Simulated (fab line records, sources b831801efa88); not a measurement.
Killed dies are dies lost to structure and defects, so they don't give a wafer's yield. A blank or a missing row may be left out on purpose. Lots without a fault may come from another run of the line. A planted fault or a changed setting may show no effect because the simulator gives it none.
A struck lot beside a sound one | flow sky130 | 35 steps out of a route of 708
Sound: wafers L387.2, L387.3, L387.5. Struck: wafer L404.5. (L404.1 of the same lot was not struck and is left out.) The cause comes at the end.
At each step with rows: each side's tool, then ch and its chambers, then its first start. Under that, the readings that differ: sound wafers | struck wafers | difference of the means | sigmas: that difference in standard deviations of wafers without a fault.
alike: readings whose means differ by less than 2 such deviations, and words and numbers that are the same on both sides. not compared: withheld readings, readings that some wafer has no value for, bounds like >300 that may hide the same value, and numbers for which the record gives no deviation and whose values overlap.
The two part at a step that has a row with sigmas, a row that says differs or no value, or rows on one side only. Numbers that don't overlap but have no deviation are shown without sigmas and don't part them. A reading that every wafer of one side lacks parts them only if that side has two wafers or more.

first, 4 steps without rows for these wafers: SKY_METAL5_SOFTBAKE_10 (time 60 s); SKY_METAL5_EXPOSE_11 (exposes mask MM5, target cd 1600 nm); SKY_METAL5_PEB_12; SKY_METAL5_DEVELOP_13 (develop time 60 s).
SKY_METAL5_DESCUM_14: chemistry O2, time 11 s.
  sound on rie_metal-02 ch 0,1, day 42 17:07; struck on rie_metal-03 ch 1, day 48 16:58
  reading               | sound             | struck | difference | sigmas
  oes_product_au (a.u.) | 1.002 1.004 1.000 | 0.987  | -0.015     | -2
  alike: drypump_motor_current_A
  not compared: rf_hours_counter_h
SKY_METAL5_METAL_ETCH_15: etches the open film in Cl2/BCl3, stops on SiO2, target depth 1260 nm, time 252 s.
  sound on rie_metal-02 ch 0,1, day 42 17:10; struck on rie_metal-03 ch 1, day 48 17:01
  reading               | sound             | struck | difference | sigmas
  oes_product_au (a.u.) | 0.903 0.902 0.894 | 0.886  | -0.014     | -3
  alike: drypump_motor_current_A, throttle_valve_pct
  not compared: rf_hours_counter_h
SKY_METAL5_STRIP_16: strips in O2/N2.
  sound on plasma_asher-02 ch 0,1, day 42 17:28; struck on plasma_asher-01 ch 0, day 48 17:14
  alike: drypump_motor_current_A, n2_flow_sccm, oes_product_au, strip_time_to_endpoint_s
  not compared: rf_hours_counter_h
then, 4 steps without rows for these wafers: SKY_METAL5_STRIP_17 (strips in post etch residue remover, time 1200 s); SKY_METAL5_CLEAN_18 (cleans in IPA, time 180 s); SKY_METAL5_CLEAN_19 (cleans in O3/DIW); SKY_PASSIVATION_CVD_00 (deposits SiO2, target thk 90 nm).
SKY_PASSIVATION_THK_MEAS_01:
  sound on film_metro-03, day 42 18:06; struck on film_metro-04, day 48 17:51
  reading                     | sound          | struck | difference | sigmas
  PASSIVATION_CVD_00_THK (nm) | 88.4 89.3 89.8 | 92.6   | +3.4       | +3
SKY_PASSIVATION_CVD_02: deposits Si3N4, target thk 540 nm.
  sound on pecvd-04 ch 0,1,2, day 42 18:09; struck on pecvd-02 ch 0, day 48 17:55
  reading                                       | sound           | struck | difference | sigmas
  model.Si3N4_of_PASSIVATION_CVD_02.thk_nm (nm) | 544.1 534.7 543 | 420.1  | -120.5     |
  alike: heater_power_w
SKY_PASSIVATION_THK_MEAS_03:
  sound on film_metro-02, day 42 18:23; struck on film_metro-04, day 48 18:08
  reading                     | sound       | struck | difference | sigmas
  PASSIVATION_CVD_02_THK (nm) | 544 535 543 | 420    | -121       | -18
then, 7 steps without rows for these wafers: SKY_PASSIVATION_DEHYDRATE_04 (time 60 s); SKY_PASSIVATION_HMDS_05 (prime time 60 s); SKY_PASSIVATION_COAT_06 (resist thk 3000 nm); SKY_PASSIVATION_SOFTBAKE_07; SKY_PASSIVATION_EXPOSE_08 (exposes mask NSM, target cd 3000 nm); SKY_PASSIVATION_PEB_09; SKY_PASSIVATION_DEVELOP_10 (develop time 60 s).
SKY_PASSIVATION_ETCH_11: etches the open film in CF4/O2, stops on AlCu, target depth 725 nm, time 161.1 s.
  sound on rie_diel-03 ch 1,3, day 43 18:04; struck on rie_diel-04 ch 1, day 49 12:40
  reading                                 | sound             | struck | difference | sigmas
  oes_product_au (a.u.)                   | 0.984 0.973 0.979 | 0.880  | -0.099     | -15
  throttle_valve_pct (%)                  | 5.959 5.951 5.981 | 5.936  | -0.028     | -3
  model.PASSIVATION.feature_depth_nm (nm) | 707.4 699.1 707.7 | 588.1  | -116.6     |
  model.etch.depth_nm (nm)                | 707.4 699.1 707.7 | 588.1  | -116.6     |
  alike: O2_flow_sccm, drypump_motor_current_A
  not compared: rf_hours_counter_h
SKY_PASSIVATION_STRIP_12: strips in O2/N2.
  sound on plasma_asher-04 ch 0,1, day 43 18:11; struck on plasma_asher-04 ch 0, day 49 12:46
  alike: drypump_motor_current_A, n2_flow_sccm, oes_product_au, strip_time_to_endpoint_s
  not compared: rf_hours_counter_h
then, 7 steps without rows for these wafers: SKY_PAD_OPEN_DEHYDRATE_00 (time 60 s); SKY_PAD_OPEN_HMDS_01 (prime time 60 s); SKY_PAD_OPEN_COAT_02 (resist thk 3000 nm); SKY_PAD_OPEN_SOFTBAKE_03; SKY_PAD_OPEN_EXPOSE_04 (exposes mask PDM, target cd 60000 nm); SKY_PAD_OPEN_PEB_05; SKY_PAD_OPEN_DEVELOP_06 (develop time 60 s).
SKY_PAD_OPEN_ETCH_07: etches the open film in CF4/O2, stops on AlCu, target depth 725 nm, time 161.1 s.
  sound on rie_diel-04 ch 1,3, day 44 16:22; struck on rie_diel-04 ch 3, day 50 06:28
  reading                              | sound             | struck | difference | sigmas
  oes_product_au (a.u.)                | 0.978 0.983 0.982 | 0.879  | -0.102     | -13
  throttle_valve_pct (%)               | 5.966 5.964 5.978 | 5.939  | -0.030     | -3
  model.PAD_OPEN.feature_depth_nm (nm) | 707.4 699.1 707.7 | 588.1  | -116.6     |
  model.etch.depth_nm (nm)             | 707.4 699.1 707.7 | 588.1  | -116.6     |
  alike: O2_flow_sccm, drypump_motor_current_A
  not compared: rf_hours_counter_h
SKY_PAD_OPEN_STRIP_08: strips in O2/N2.
  sound on plasma_asher-02 ch 0,1, day 44 16:28; struck on plasma_asher-02 ch 0, day 50 06:35
  reading               | sound             | struck | difference | sigmas
  oes_product_au (a.u.) | 0.665 0.658 0.660 | 0.671  | +0.010     | +2
  alike: drypump_motor_current_A, n2_flow_sccm
  not compared: rf_hours_counter_h
SKY_PAD_OPEN_STRIP_09: strips in post etch residue remover, time 1200 s.
  sound on wet_bench-04 ch 1, day 44 16:37; struck on wet_bench-02 ch 0, day 50 06:41
  reading                                       | sound             | struck | difference | sigmas
  model.Si3N4_of_PASSIVATION_CVD_02.thk_nm (nm) | 543.7 534.3 542.6 | 419.7  | -120.5     |
then, 1 step without rows for these wafers: SKY_PAD_OPEN_CLEAN_10 (cleans in IPA, time 180 s).
SKY_PAD_OPEN_PROBE_99:
  sound on prober-02, day 44 18:47; struck on prober-02, day 50 09:01
  reading                  | sound          | struck | difference | sigmas
  defect_limited_yield (%) | 79.3 80.3 78.7 | 85.4   | +6.0       | +3
  killed_dies              | 102 97 105     | 72     | -29        | -3
  killed_short             | 49 39 56       | 28     | -20        | -3
  sort_bin_5_function (%)  | 12.4 11.0 11.8 | 8.5    | -3.2       | -2
  sort_bin_6_memory (%)    | 6.9 7.5 8.9    | 5.3    | -2.5       | -2
  sort_n_pass              | 390 395 387    | 420    | +29        | +3
  sort_yield_pct (%)       | 79.3 80.3 78.7 | 85.4   | +6.0       | +3
  alike: killed_at_M0_to_M3, killed_at_M4_up, killed_at_contacts, killed_at_front_end, killed_at_other, killed_open, sort_bin_3_pad_short

WHERE THEY PART
First at SKY_METAL5_DESCUM_14; last, within this record, at SKY_PAD_OPEN_PROBE_99.

WHY: what the simulator had put in
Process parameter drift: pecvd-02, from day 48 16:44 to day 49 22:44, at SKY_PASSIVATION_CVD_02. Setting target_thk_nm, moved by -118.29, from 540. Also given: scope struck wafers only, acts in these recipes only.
